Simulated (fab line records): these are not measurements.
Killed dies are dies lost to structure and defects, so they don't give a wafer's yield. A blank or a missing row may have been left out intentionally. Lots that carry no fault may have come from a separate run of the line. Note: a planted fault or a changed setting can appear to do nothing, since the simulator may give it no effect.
fab line records	flow sky130
record: lots: 12	wafers: 35	last_day: 50
route steps=708 shown SONOS_ONO@173 VIA1@471 VIA2@508 METAL4@632 PAD_OPEN@708
lots that met no fault: taken from a fault-free run of the same line
start_h: hours from the record's opening day to when the first of the lot's shown wafers began	wait_h: hours since the lot's step before	" repeats the value in the row above	L1.1+2: one row covering several wafers at once	- either no value or no given start	* or withheld: withheld	< > ~ a bound
route shown NAME@n: names a module that has steps shown in the file, with the first one's number in the route	usual: mean/standard deviation of fault-free wafers	same: alike in all rows	chamber/n: place in a boat	sites: per-site readings	_std_site: standard deviation of those values	_edge_site: outer sites' mean less inner sites'	radius_mm: for every site, how far away it sits from the centre of the wafer	mask NAME#n: copy n	behind: the tool/chamber that last shaped the wafer	hold: why the lot went on hold/how many hours it stayed there/how the hold came to an end	device: names the non-switching transistor (n, p or np)	end of line: the tests these same wafers got at the end of their route	a step with no rows: only its recipe	killed: not the wafer's yield, but the dies lost to structure and defects at the first sort	map: the dies of a wafer, with x for killed, . for not killed, _ for no die there
set.NAME: the run value of the setting; set.NAME@STEP: its run value at that earlier step	model.NAME: the simulator's own value behind a step, which no gauge read
one table for each step of the route and one row for each wafer, over a sample of lots
services: a tool's chamber out of use, with start hour (start_h, from the record's first day; less than 0 if before it), hours out, and reason
== steps ==
step: SKY_SONOS_ONO_THK_MEAS_05
recipe: reads: SiO2_of_SONOS_ONO_CVD_04
usual: SONOS_ONO_CVD_04_THK: 5.66/0.092
lot.wafer	tool	chamber	start_h	wait_h	SONOS_ONO_CVD_04_THK[nm]
L981.2	film_metro-02	-	257.63	0.0	5.78
L981.4	"	-	"	"	5.78
L981.6	"	-	"	"	5.87
L983.2	film_metro-02	-	279.22	0.0	5.63
L983.5	"	-	"	"	5.64
L983.6	"	-	"	"	5.58
L984.1	film_metro-02	-	285.13	0.0	5.67
L984.2	"	-	"	"	5.54
L984.6	"	-	"	"	5.52
L985.1	film_metro-03	-	292.19	0.0	5.56
L985.5	"	-	"	"	5.67
L985.6	"	-	"	"	5.75
L986.3	film_metro-02	-	299.32	0.0	5.70
L986.4	"	-	"	"	5.75
L986.5	"	-	"	"	5.76
L988.1	film_metro-02	-	314.48	0.0	5.56
L988.2	"	-	"	"	5.52
L988.5	"	-	"	"	5.57
L989.2	film_metro-02	-	321.95	0.0	5.65
L989.5	"	-	"	"	5.60
L989.6	"	-	"	"	5.72
L990.1	film_metro-01	-	333.40	0.0	5.78
L990.2	"	-	"	"	5.77
L990.3	"	-	"	"	5.75
L991.2	film_metro-02	-	338.81	0.0	5.65
L991.4	"	-	"	"	5.68
L991.6	"	-	"	"	5.65
L101.1	film_metro-03	-	429.89	0.0	5.54
L101.3	"	-	"	"	5.62
L102.2	film_metro-01	-	439.17	0.0	5.58
L102.3	"	-	"	"	5.53
L102.5	"	-	"	"	5.66
L103.2	film_metro-03	-	442.01	0.0	5.76
L103.4	"	-	"	"	5.83
L103.5	"	-	"	"	5.65
step: SKY_VIA1_OVL_MEAS_13
usual: VIA1_OVL: 1/6.1
lot.wafer	tool	chamber	start_h	wait_h	VIA1_OVL[nm]
L981.2	overlay-02	-	787.77	0.1	-7
L981.4	"	-	"	"	-1
L981.6	"	-	"	"	0
L983.2	overlay-01	-	814.02	0.1	14
L983.5	"	-	"	"	5
L983.6	"	-	"	"	3
L984.1	overlay-02	-	819.72	0.1	-2
L984.2	"	-	"	"	10
L984.6	"	-	"	"	1
L985.1	overlay-01	-	826.17	0.1	-2
L985.5	"	-	"	"	2
L985.6	"	-	"	"	-4
L986.3	overlay-01	-	836.59	0.1	11
L986.4	"	-	"	"	3
L986.5	"	-	"	"	2
L988.1	overlay-01	-	852.18	0.1	-2
L988.2	"	-	"	"	-4
L988.5	"	-	"	"	1
L989.2	overlay-02	-	855.89	0.1	5
L989.5	"	-	"	"	8
L989.6	"	-	"	"	5
L990.1	overlay-02	-	867.40	0.1	1
L990.2	"	-	"	"	-2
L990.3	"	-	"	"	-2
L991.2	overlay-02	-	874.17	0.1	-4
L991.4	"	-	"	"	-7
L991.6	"	-	"	"	-8
L101.1	overlay-02	-	948.88	0.1	3
L101.3	"	-	"	"	2
L102.2	overlay-02	-	957.92	0.1	0
L102.3	"	-	"	"	-6
L102.5	"	-	"	"	-4
L103.2	overlay-01	-	961.37	0.1	-3
L103.4	"	-	"	"	-9
L103.5	"	-	"	"	2
step: SKY_VIA2_THK_MEAS_01
recipe: reads: SiO2_of_VIA2_HDPCVD_00
usual: VIA2_HDPCVD_THK: 1181/9.4
lot.wafer	tool	chamber	start_h	wait_h	VIA2_HDPCVD_THK[nm]
L981.2	film_metro-03	-	817.37	0.1	1151
L981.4	"	-	"	"	1159
L981.6	"	-	"	"	1172
L983.2	film_metro-01	-	843.53	0.1	1184
L983.5	"	-	"	"	1176
L983.6	"	-	"	"	1179
L984.1	film_metro-02	-	848.47	0.1	1182
L984.2	"	-	"	"	1176
L984.6	"	-	"	"	1175
L985.1	film_metro-03	-	854.97	0.1	1188
L985.5	"	-	"	"	1189
L985.6	"	-	"	"	1181
L986.3	film_metro-01	-	865.34	0.1	1189
L986.4	"	-	"	"	1186
L986.5	"	-	"	"	1183
L988.1	film_metro-02	-	880.41	0.1	1193
L988.2	"	-	"	"	1181
L988.5	"	-	"	"	1176
L989.2	film_metro-03	-	884.56	0.1	1162
L989.5	"	-	"	"	1173
L989.6	"	-	"	"	1179
L990.1	film_metro-02	-	895.96	0.1	1182
L990.2	"	-	"	"	1176
L990.3	"	-	"	"	1184
L991.2	film_metro-03	-	902.26	0.1	1198
L991.4	"	-	"	"	1177
L991.6	"	-	"	"	1183
L101.1	film_metro-01	-	974.91	0.1	1180
L101.3	"	-	"	"	1175
L102.2	film_metro-01	-	983.94	0.1	1191
L102.3	"	-	"	"	1192
L102.5	"	-	"	"	1183
L103.2	film_metro-03	-	987.80	0.1	1164
L103.4	"	-	"	"	1177
L103.5	"	-	"	"	1173
step: SKY_METAL4_ETCH_16
recipe: chemistry: N2/H2	target: BARC	ion_energy_ev: 200	bias_w: 100	pressure_mtorr: 30	n2_flow_sccm: 100	h2_flow_sccm: 200	icp_w: 500	stop_on: SiO2	time_s: 88.2	target_depth_a: 600
usual: drypump_motor_current_A: 5.8/0.54	h2_flow_sccm: 200.0/0.61	oes_product_au: 0.626/0.0045	run_length_s: 116.5/0.54	throttle_valve_pct: 13.205/0.01
lot.wafer	tool	chamber	start_h	wait_h	drypump_motor_current_A	h2_flow_sccm	oes_product_au	rf_hours_counter_h	run_length_s	throttle_valve_pct
L981.2	rie_metal-02	1	975.84	0.0	6.4	200.1	0.623	13	117.1	13.215
L981.4	"	0	"	"	5.3	199.1	0.626	-	116.3	13.193
L981.6	"	0	"	"	5.3	199.0	0.621	-	116.7	13.198
L983.2	rie_metal-02	1	997.98	0.0	6.5	200.1	0.628	14	117.2	13.195
L983.5	"	1	"	"	6.4	199.4	0.620	-	117.1	13.216
L983.6	"	0	"	"	5.3	199.3	0.624	-	116.4	13.212
L984.1	rie_metal-03	1	1004.84	0.0	5.1	199.7	0.625	7	116.2	13.206
L984.2	"	0	"	"	6.2	200.8	0.627	22	116.4	13.219
L984.6	"	1	"	"	5.1	199.8	0.629	-	116.3	13.212
L985.1	rie_metal-02	0	1009.24	0.0	5.4	199.6	0.622	17	116.4	13.197
L985.5	"	0	"	"	5.4	199.8	0.624	-	116.7	13.216
L985.6	"	1	"	"	6.4	200.2	0.620	-	117.8	13.203
L986.3	rie_metal-02	0	1018.36	0.0	5.3	199.7	0.634	-	116.3	13.193
L986.4	"	1	"	"	6.5	199.6	0.620	-	117.4	13.226
L986.5	"	0	"	"	5.3	199.9	0.624	-	116.4	13.212
L988.1	rie_metal-02	1	1031.44	0.0	6.5	199.1	0.626	17	116.9	13.191
L988.2	"	0	"	"	5.3	200.9	0.625	19	116.1	13.206
L988.5	"	0	"	"	5.3	199.7	0.627	-	116.1	13.212
L989.2	rie_metal-02	1	1036.44	0.0	6.5	199.9	0.623	17	117.0	13.206
L989.5	"	1	"	"	6.5	200.4	0.622	-	116.9	13.212
L989.6	"	0	"	"	5.3	199.7	0.624	-	116.2	13.210
L990.1	rie_metal-01	1	1045.14	0.0	5.5	199.9	0.634	16	115.6	13.188
L990.2	"	0	"	"	5.7	200.4	0.621	11	115.8	13.218
L990.3	"	1	"	"	5.5	199.7	0.626	-	115.6	13.199
L991.2	rie_metal-03	1	1051.89	0.0	5.1	200.7	0.621	12	116.4	13.211
L991.4	"	1	"	"	5.1	201.1	0.620	-	116.8	13.185
L991.6	"	0	"	"	6.2	201.0	0.632	-	116.7	13.212
L101.1	rie_metal-02	1	1112.19	0.0	6.5	200.0	0.612	22	122.7	13.191
L101.3	"	1	"	"	6.5	199.3	0.625	-	116.9	13.200
L102.2	rie_metal-03	1	1120.69	0.0	5.1	200.6	0.623	17	116.7	13.199
L102.3	"	0	"	"	6.2	200.8	0.623	-	117.2	13.209
L102.5	"	1	"	"	5.1	199.6	0.630	-	116.4	13.203
L103.2	rie_metal-03	1	1123.39	0.0	5.1	199.2	0.639	17	116.6	13.214
L103.4	"	1	"	"	5.1	199.9	0.621	-	116.4	13.218
L103.5	"	1	"	"	5.1	198.9	0.623	-	116.2	13.217
step: SKY_PAD_OPEN_PROBE_99
usual: defect_limited_yield: 82.2/1.9	killed_at_M0_to_M3: 45/7.3	killed_at_M4_up: 3.1/1.7	killed_at_contacts: 25/5.1	killed_at_front_end: 15/4.5	killed_at_other: 0.3/0.56	killed_dies: 88/9.4	killed_open: 47/6.6	killed_short: 40/6.9	sort_bin_3_pad_short: 0.9/0.46	sort_bin_5_function: 10.5/1.5	sort_bin_6_memory: 6.4/1.1	sort_n_pass: 404/9.4	sort_yield_pct: 82.2/1.9
same: gross_dies: 492	killed_at_back_side: 0	sort_bin_4_leakage[%]: 0	sort_bin_8_speed[%]: 0
lot.wafer	tool	chamber	start_h	wait_h	defect_limited_yield[%]	killed_at_M0_to_M3	killed_at_M4_up	killed_at_contacts	killed_at_front_end	killed_at_other	killed_dies	killed_open	killed_short	sort_bin_3_pad_short[%]	sort_bin_5_function[%]	sort_bin_6_memory[%]	sort_n_pass	sort_yield_pct[%]
L981.2	prober-01	-	1072.66	0.1	78.5	51	2	34	17	2	106	46	59	1.4	12.2	7.9	386	78.5
L981.4	prober-01	-	1072.76	0.2	82.3	38	1	31	17	0	87	47	40	0.6	10.2	6.9	405	82.3
L981.6	prober-01	-	1072.86	0.2	81.9	37	1	37	14	0	89	55	34	0.8	11.4	5.9	403	81.9
L983.2	prober-01	-	1092.26	0.1	81.3	60	2	16	14	0	92	50	42	0.8	10.4	7.5	400	81.3
L983.5	prober-01	-	1092.41	0.2	82.5	37	4	25	20	0	86	45	38	0.6	10.4	6.5	406	82.5
L983.6	prober-01	-	1092.46	0.2	79.1	49	6	27	21	0	103	56	45	0.4	14.4	6.1	389	79.1
L984.1	prober-02	-	1095.02	0.1	81.9	50	1	24	14	0	89	49	40	0.2	10.8	7.1	403	81.9
L984.2	prober-02	-	1095.07	0.1	80.1	55	2	27	14	0	98	46	52	0.6	11.0	8.3	394	80.1
L984.6	prober-02	-	1095.27	0.2	80.5	55	3	26	12	0	96	48	48	1.6	12.2	5.7	396	80.5
L985.1	prober-01	-	1101.46	0.1	83.1	47	3	23	10	0	83	49	34	1.6	10.6	4.7	409	83.1
L985.5	prober-01	-	1101.66	0.2	82.3	54	1	21	11	0	87	53	33	0.6	9.3	7.7	405	82.3
L985.6	prober-01	-	1101.71	0.2	83.7	43	2	24	11	0	80	39	39	1.2	9.8	5.3	412	83.7
L986.3	prober-02	-	1109.81	0.2	81.5	45	5	28	13	0	91	52	39	0.6	11.8	6.1	401	81.5
L986.4	prober-02	-	1109.86	0.2	83.7	43	6	25	6	0	80	46	34	0.4	9.1	6.7	412	83.7
L986.5	prober-02	-	1109.91	0.2	78.9	61	7	20	16	0	104	50	54	1.2	10.2	9.8	388	78.9
L988.1	prober-01	-	1120.87	0.1	79.1	53	4	26	20	0	103	55	48	1.4	12.2	7.3	389	79.1
L988.2	prober-01	-	1120.92	0.1	82.1	46	1	32	9	0	88	58	29	0.2	12.0	5.7	404	82.1
L988.5	prober-01	-	1121.07	0.2	82.3	36	5	33	13	0	87	50	37	0.8	10.2	6.7	405	82.3
L989.2	prober-02	-	1124.76	0.1	82.5	35	3	25	23	0	86	40	46	1.4	9.3	6.7	406	82.5
L989.5	prober-02	-	1124.91	0.2	82.3	47	4	25	10	1	87	49	37	1.4	10.4	5.9	405	82.3
L989.6	prober-02	-	1124.96	0.2	79.7	50	0	38	11	1	100	60	39	0.8	11.6	7.9	392	79.7
L990.1	prober-01	-	1132.55	0.1	83.1	35	5	27	16	0	83	41	42	1.0	10.2	5.7	409	83.1
L990.2	prober-01	-	1132.60	0.1	80.1	49	2	30	17	0	98	48	50	1.6	10.4	7.9	394	80.1
L990.3	prober-01	-	1132.65	0.2	80.7	54	3	24	14	0	95	50	45	0.6	10.6	8.1	397	80.7
L991.2	prober-02	-	1138.67	0.1	81.9	41	3	34	11	0	89	50	39	0.6	11.8	5.7	403	81.9
L991.4	prober-02	-	1138.77	0.2	82.7	40	2	30	13	0	85	49	36	1.0	8.5	7.7	407	82.7
L991.6	prober-02	-	1138.87	0.2	86.4	29	2	20	15	1	67	28	39	0.6	7.5	5.5	425	86.4
L101.1	prober-02	-	1189.80	0.1	84.3	39	8	20	10	0	77	38	39	0.8	8.7	6.1	415	84.3
L101.3	prober-02	-	1189.90	0.2	82.5	47	3	27	9	0	86	49	37	0.4	9.8	7.3	406	82.5
L102.2	prober-01	-	1196.71	0.1	79.9	51	3	21	23	1	99	46	51	1.4	11.4	7.3	393	79.9
L102.3	prober-01	-	1196.76	0.2	82.9	37	2	21	23	1	84	45	38	0	12.0	5.1	408	82.9
L102.5	prober-01	-	1196.86	0.2	81.5	55	4	18	14	0	91	51	40	0.4	11.6	6.5	401	81.5
L103.2	prober-02	-	1198.17	0.1	87.2	38	2	12	11	0	63	37	26	0.4	7.1	5.3	429	87.2
L103.4	prober-02	-	1198.27	0.2	82.9	45	6	25	8	0	84	49	35	0	10.2	6.9	408	82.9
L103.5	prober-02	-	1198.32	0.2	79.3	50	2	30	20	0	102	56	46	0.8	11.4	8.5	390	79.3
killed by level:class
L981.2 VIA2:geometric_particle:open=12 CONTACT:geometric_particle:open=10 FIELD_ISO:geometric_particle:short=9 METAL2:geometric_particle:short=8 LOCAL_INTERCONNECT:geometric_particle:short=7 LI_CONTACT:geometric_particle:short=6 CONTACT:geometric_particle:short=6 METAL1:geometric_particle:short=6
L981.4 CONTACT:geometric_particle:open=11 LI_CONTACT:geometric_particle:open=8 CONTACT:geometric_particle:short=8 VIA1:geometric_particle:open=7 VIA3:geometric_particle:open=5 FIELD_ISO:geometric_particle:short=4 METAL1:geometric_particle:short=4 VIA1:geometric_particle:short=4
L981.6 CONTACT:geometric_particle:open=18 VIA1:geometric_particle:open=11 FIELD_ISO:geometric_particle:open=6 LI_CONTACT:geometric_particle:open=6 CONTACT:geometric_particle:short=6 LOCAL_INTERCONNECT:geometric_particle:short=5 VIA2:geometric_particle:open=5 VIA1:geometric_particle:short=4
L983.2 VIA1:geometric_particle:open=10 VIA3:geometric_particle:open=10 METAL1:geometric_particle:short=9 METAL2:geometric_particle:short=7 CONTACT:geometric_particle:open=7 VIA2:geometric_particle:open=7 LI_CONTACT:geometric_particle:open=6 VIA3:geometric_particle:short=5
L983.5 VIA1:geometric_particle:open=10 CONTACT:geometric_particle:open=9 POLY_GATE:geometric_particle:short=8 FIELD_ISO:geometric_particle:open=7 LI_CONTACT:geometric_particle:open=6 VIA1:geometric_particle:short=5 METAL3:geometric_particle:short=5 LOCAL_INTERCONNECT:geometric_particle:short=4
L983.6 VIA1:geometric_particle:open=16 CONTACT:geometric_particle:open=10 VIA3:geometric_particle:open=9 VIA2:geometric_particle:open=8 LOCAL_INTERCONNECT:geometric_particle:short=7 POLY_GATE:geometric_particle:short=6 METAL1:geometric_particle:short=5 METAL4:geometric_particle:short=5
L984.1 LI_CONTACT:geometric_particle:open=14 METAL2:geometric_particle:short=11 VIA2:geometric_particle:open=8 VIA1:geometric_particle:short=8 VIA1:geometric_particle:open=7 VIA3:geometric_particle:open=6 CONTACT:geometric_particle:open=5 CONTACT:geometric_particle:short=4
L984.2 METAL2:geometric_particle:short=11 VIA3:geometric_particle:open=11 VIA1:geometric_particle:open=9 CONTACT:geometric_particle:short=6 LOCAL_INTERCONNECT:geometric_particle:short=5 CONTACT:geometric_particle:open=5 METAL1:geometric_particle:short=5 VIA3:geometric_particle:short=5
L984.6 METAL1:geometric_particle:short=11 VIA3:geometric_particle:open=10 CONTACT:geometric_particle:open=8 VIA1:geometric_particle:short=7 LI_CONTACT:geometric_particle:open=6 LI_CONTACT:geometric_particle:short=6 VIA2:geometric_particle:open=6 VIA1:geometric_particle:open=5
L985.1 CONTACT:geometric_particle:open=12 METAL1:geometric_particle:short=9 VIA2:geometric_particle:open=7 VIA1:geometric_particle:open=7 LI_CONTACT:geometric_particle:open=6 VIA3:geometric_particle:open=5 VIA1:geometric_particle:short=4 METAL3:geometric_particle:short=4
L985.5 VIA1:geometric_particle:open=13 VIA2:geometric_particle:open=9 CONTACT:geometric_particle:open=7 CONTACT:geometric_particle:short=6 METAL2:geometric_particle:short=6 VIA3:geometric_particle:open=6 FIELD_ISO:geometric_particle:open=4 LI_CONTACT:geometric_particle:open=4
L985.6 CONTACT:geometric_particle:open=8 VIA2:geometric_particle:open=7 LI_CONTACT:geometric_particle:open=6 CONTACT:geometric_particle:short=5 METAL1:geometric_particle:short=5 VIA2:geometric_particle:short=5 VIA1:geometric_particle:open=4 METAL2:geometric_particle:open=4
L986.3 LI_CONTACT:geometric_particle:open=11 VIA1:geometric_particle:open=9 CONTACT:geometric_particle:open=9 VIA3:geometric_particle:open=8 METAL1:geometric_particle:short=6 VIA2:geometric_particle:open=6 VIA2:geometric_particle:short=5 POLY_GATE:geometric_particle:short=4
L986.4 VIA1:geometric_particle:open=9 CONTACT:geometric_particle:open=8 LI_CONTACT:geometric_particle:open=6 VIA3:geometric_particle:open=6 METAL2:geometric_particle:short=6 VIA2:geometric_particle:open=6 LOCAL_INTERCONNECT:geometric_particle:short=4 CONTACT:geometric_particle:short=4
L986.5 METAL2:geometric_particle:short=14 VIA1:geometric_particle:open=11 METAL1:geometric_particle:short=9 VIA3:geometric_particle:open=9 METAL4:geometric_particle:short=6 LI_CONTACT:geometric_particle:open=6 CONTACT:geometric_particle:open=6 VIA1:geometric_particle:short=5
L988.1 VIA1:geometric_particle:open=14 CONTACT:geometric_particle:open=14 FIELD_ISO:geometric_particle:open=7 VIA1:geometric_particle:short=6 METAL3:geometric_particle:short=5 CONTACT:geometric_particle:short=5 METAL2:geometric_particle:short=5 METAL1:geometric_particle:short=5
L988.2 CONTACT:geometric_particle:open=14 VIA1:geometric_particle:open=13 VIA3:geometric_particle:open=10 LI_CONTACT:geometric_particle:open=8 VIA2:geometric_particle:open=6 VIA2:geometric_particle:short=5 FIELD_ISO:geometric_particle:short=4 METAL2:geometric_particle:short=4
L988.5 CONTACT:geometric_particle:open=13 VIA1:geometric_particle:open=8 VIA3:geometric_particle:open=6 POLY_GATE:geometric_particle:open=6 LI_CONTACT:geometric_particle:open=6 LOCAL_INTERCONNECT:geometric_particle:short=6 METAL2:geometric_particle:short=6 CONTACT:geometric_particle:short=4
L989.2 FIELD_ISO:geometric_particle:open=8 CONTACT:geometric_particle:short=7 VIA3:geometric_particle:open=7 FIELD_ISO:geometric_particle:short=5 POLY_GATE:geometric_particle:short=5 LI_CONTACT:geometric_particle:open=5 LOCAL_INTERCONNECT:geometric_particle:short=5 METAL1:geometric_particle:short=5
L989.5 CONTACT:geometric_particle:open=12 VIA1:geometric_particle:open=10 VIA1:geometric_particle:short=8 LI_CONTACT:geometric_particle:open=7 VIA3:geometric_particle:open=6 VIA2:geometric_particle:open=5 METAL3:geometric_particle:short=4 VIA3:geometric_particle:short=4
L989.6 CONTACT:geometric_particle:open=19 VIA1:geometric_particle:open=14 METAL2:geometric_particle:short=7 VIA2:geometric_particle:open=7 LI_CONTACT:geometric_particle:open=5 CONTACT:geometric_particle:short=5 METAL1:geometric_particle:short=5 POLY_GATE:geometric_particle:open=4
L990.1 CONTACT:geometric_particle:open=9 METAL1:geometric_particle:short=7 LI_CONTACT:geometric_particle:short=6 CONTACT:geometric_particle:short=5 POLY_GATE:geometric_particle:open=4 POLY_GATE:geometric_particle:short=4 SPACER:geometric_particle:open=4 VIA2:geometric_particle:open=4
L990.2 VIA1:geometric_particle:open=10 CONTACT:geometric_particle:short=9 CONTACT:geometric_particle:open=7 LI_CONTACT:geometric_particle:open=6 METAL1:geometric_particle:short=6 VIA3:geometric_particle:open=6 POLY_GATE:geometric_particle:short=5 VIA1:geometric_particle:short=5
L990.3 VIA1:geometric_particle:open=16 CONTACT:geometric_particle:open=8 METAL1:geometric_particle:short=7 LOCAL_INTERCONNECT:geometric_particle:short=6 VIA1:geometric_particle:short=6 VIA2:geometric_particle:open=6 LI_CONTACT:geometric_particle:open=5 METAL2:geometric_particle:short=5
L991.2 VIA1:geometric_particle:open=12 CONTACT:geometric_particle:open=12 CONTACT:geometric_particle:short=8 LI_CONTACT:geometric_particle:open=7 VIA2:geometric_particle:open=7 METAL2:geometric_particle:short=6 LOCAL_INTERCONNECT:geometric_particle:short=5 VIA1:geometric_particle:short=4
L991.4 CONTACT:geometric_particle:open=18 VIA1:geometric_particle:open=10 METAL1:geometric_particle:short=6 METAL2:geometric_particle:short=6 LI_CONTACT:geometric_particle:open=5 FIELD_ISO:geometric_particle:short=4 VIA1:geometric_particle:short=4 VIA3:geometric_particle:open=4
L991.6 POLY_GATE:geometric_particle:short=8 CONTACT:geometric_particle:open=7 VIA2:geometric_particle:open=7 LI_CONTACT:geometric_particle:short=4 LOCAL_INTERCONNECT:geometric_particle:short=4 METAL1:geometric_particle:short=4 METAL2:geometric_particle:short=4 FIELD_ISO:geometric_particle:open=3
L101.1 CONTACT:geometric_particle:open=7 VIA2:geometric_particle:open=7 VIA1:geometric_particle:short=6 METAL2:geometric_particle:short=6 LI_CONTACT:geometric_particle:open=5 VIA1:geometric_particle:open=5 METAL4:geometric_particle:short=5 METAL1:geometric_particle:short=4
L101.3 VIA1:geometric_particle:open=10 CONTACT:geometric_particle:open=9 METAL2:geometric_particle:short=9 VIA2:geometric_particle:open=9 LI_CONTACT:geometric_particle:open=8 FIELD_ISO:geometric_particle:open=5 CONTACT:geometric_particle:short=4 VIA1:geometric_particle:short=4
L102.2 VIA1:geometric_particle:open=11 VIA2:geometric_particle:open=8 METAL2:geometric_particle:short=8 METAL1:geometric_particle:short=7 CONTACT:geometric_particle:open=6 SPACER:geometric_particle:short=6 VIA1:geometric_particle:short=6 FIELD_ISO:geometric_particle:open=5
L102.3 POLY_GATE:geometric_particle:open=8 LI_CONTACT:geometric_particle:open=8 VIA1:geometric_particle:open=7 VIA2:geometric_particle:open=7 CONTACT:geometric_particle:open=6 POLY_GATE:geometric_particle:short=5 METAL2:geometric_particle:short=5 VIA3:geometric_particle:short=5
L102.5 VIA1:geometric_particle:open=10 VIA3:geometric_particle:open=10 METAL2:geometric_particle:short=7 CONTACT:geometric_particle:open=6 LI_CONTACT:geometric_particle:open=6 VIA2:geometric_particle:open=6 VIA2:geometric_particle:short=5 FIELD_ISO:geometric_particle:short=4
L103.2 VIA1:geometric_particle:open=12 VIA2:geometric_particle:open=8 POLY_GATE:geometric_particle:open=6 VIA1:geometric_particle:short=5 CONTACT:geometric_particle:short=4 LI_CONTACT:geometric_particle:open=3 LOCAL_INTERCONNECT:geometric_particle:short=3 METAL3:geometric_particle:short=3
L103.4 LI_CONTACT:geometric_particle:open=10 VIA2:geometric_particle:open=9 VIA1:geometric_particle:open=8 CONTACT:geometric_particle:open=6 METAL1:geometric_particle:short=6 VIA3:geometric_particle:open=5 CONTACT:geometric_particle:short=4 METAL2:geometric_particle:short=4
L103.5 VIA1:geometric_particle:open=13 CONTACT:geometric_particle:open=12 VIA2:geometric_particle:open=11 LI_CONTACT:geometric_particle:open=9 METAL2:geometric_particle:short=9 POLY_GATE:geometric_particle:short=7 CONTACT:geometric_particle:short=5 FIELD_ISO:geometric_particle:short=4
== services ==
tool	chamber	start_h	hours	kind
rie_metal-01	-	970.27	15.6	pm
rie_metal-03	0	1026.80	-	clean
rie_metal-03	0	1026.80	18.8	scheduled_down
rie_metal-03	0	1026.80	18.8	vent_cycle
rie_metal-01	0	1054.41	21.0	repair
rie_metal-01	-	1092.36	2.8	pm
== key ==
first_sign: step: SKY_METAL4_ETCH_16	reading: run_length_s	direction: up	sigmas: 12	usual: *	struck: *
effect none on later readings
met_at SKY_METAL4_ETCH_16
struck_lots L101
struck_wafers L101.1
not_acting_at SKY_SONOS_ONO_THK_MEAS_05,SKY_VIA1_OVL_MEAS_13,SKY_VIA2_THK_MEAS_01
onset_between 1036.44 1112.19
fault: kind: process_parameter_drift	tool: rie_metal-02	chamber: -	onset_h: 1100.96	steps: SKY_METAL4_ETCH_16	channel: time_s	offset: *	shape: step	end_h: 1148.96	scope: struck_wafers_only	acts_in: *	stated: *
